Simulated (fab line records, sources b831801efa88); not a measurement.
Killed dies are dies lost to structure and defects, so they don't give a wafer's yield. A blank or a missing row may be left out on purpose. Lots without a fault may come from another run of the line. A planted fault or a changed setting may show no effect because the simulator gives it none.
One fault seen from 2 desks | flow sky130 | each desk has only its own numbers; what lay behind them comes last

THE METROLOGY DESK
What the gauges read, lot by lot, whatever tool the lot ran on: means of the sampled wafers that have a number. A lot is out of limits, marked OUT, if its mean lies more than 4 standard deviations from the usual mean; the brackets give that distance.
Columns: A = VIA3_W_RS at SKY_VIA3_RS_MEAS_22, usual 0.294 ohm/sq; B = VIA3_W_THK at SKY_VIA3_THK_MEAS_23, usual 379 nm
lot  | first seen here | A     | B
L652 | day 41 05:19    | 0.287 | 386
L654 | day 41 14:08    | 0.300 | 372
L658 | day 42 08:44    | 0.301 | 374
L664 | day 43 12:06    | 0.290 | 385
L667 | day 44 20:19    | 0.288 | 392
L669 | day 45 03:26    | 0.297 | 373
This desk's finding: nothing out of limits on any of the 6 lots.

THE TOOL OWNER'S DESK: pvd_sputter-03
The tool's own readings at SKY_METAL4_SPUTTER_03 (material Ti, target thk 5 nm, time 3.3 s): means of the sampled wafers that have a number, for each lot that ran on this tool. A lot is out of limits, marked OUT, if its mean lies more than 4 standard deviations from the usual mean; the brackets give that distance.
Columns: A = cathode_dc_power_W at SKY_METAL4_SPUTTER_03, usual 3000.0 W; B = throttle_valve_pct at SKY_METAL4_SPUTTER_03, usual 29.5 %
lot  | first seen here | A                        | B
L652 | day 41 05:53    | 2999.3                   | 27.7
L654 | day 41 14:42    | 3285.4 (+99 or more) OUT | 28.7
L658 | day 42 09:19    | 3142.7 (+99 or more) OUT | 29.5
This desk's finding: out of limits on L654, L658; first on L654, day 41 14:42 (cathode_dc_power_W at SKY_METAL4_SPUTTER_03). In limits: L652.

PUT TOGETHER
The tool owner's desk could have raised an alarm at day 41 14:42, on L654, L658.
The metrology desk saw nothing out of limits.
The metrology desk has L654, L658 on record, within its limits.
Of the lots named, all ran SKY_METAL4_SPUTTER_03 on pvd_sputter-03.

WHAT THE SIMULATOR HAD PUT IN
Process parameter drift: pvd_sputter-03, from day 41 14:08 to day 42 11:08, at SKY_METAL4_SPUTTER_03. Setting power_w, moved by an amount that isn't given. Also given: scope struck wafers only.
Lots struck among those shown: L654, L658.
Hours from the fault's start to each desk's first reading out of limits: the tool owner's desk, 1.
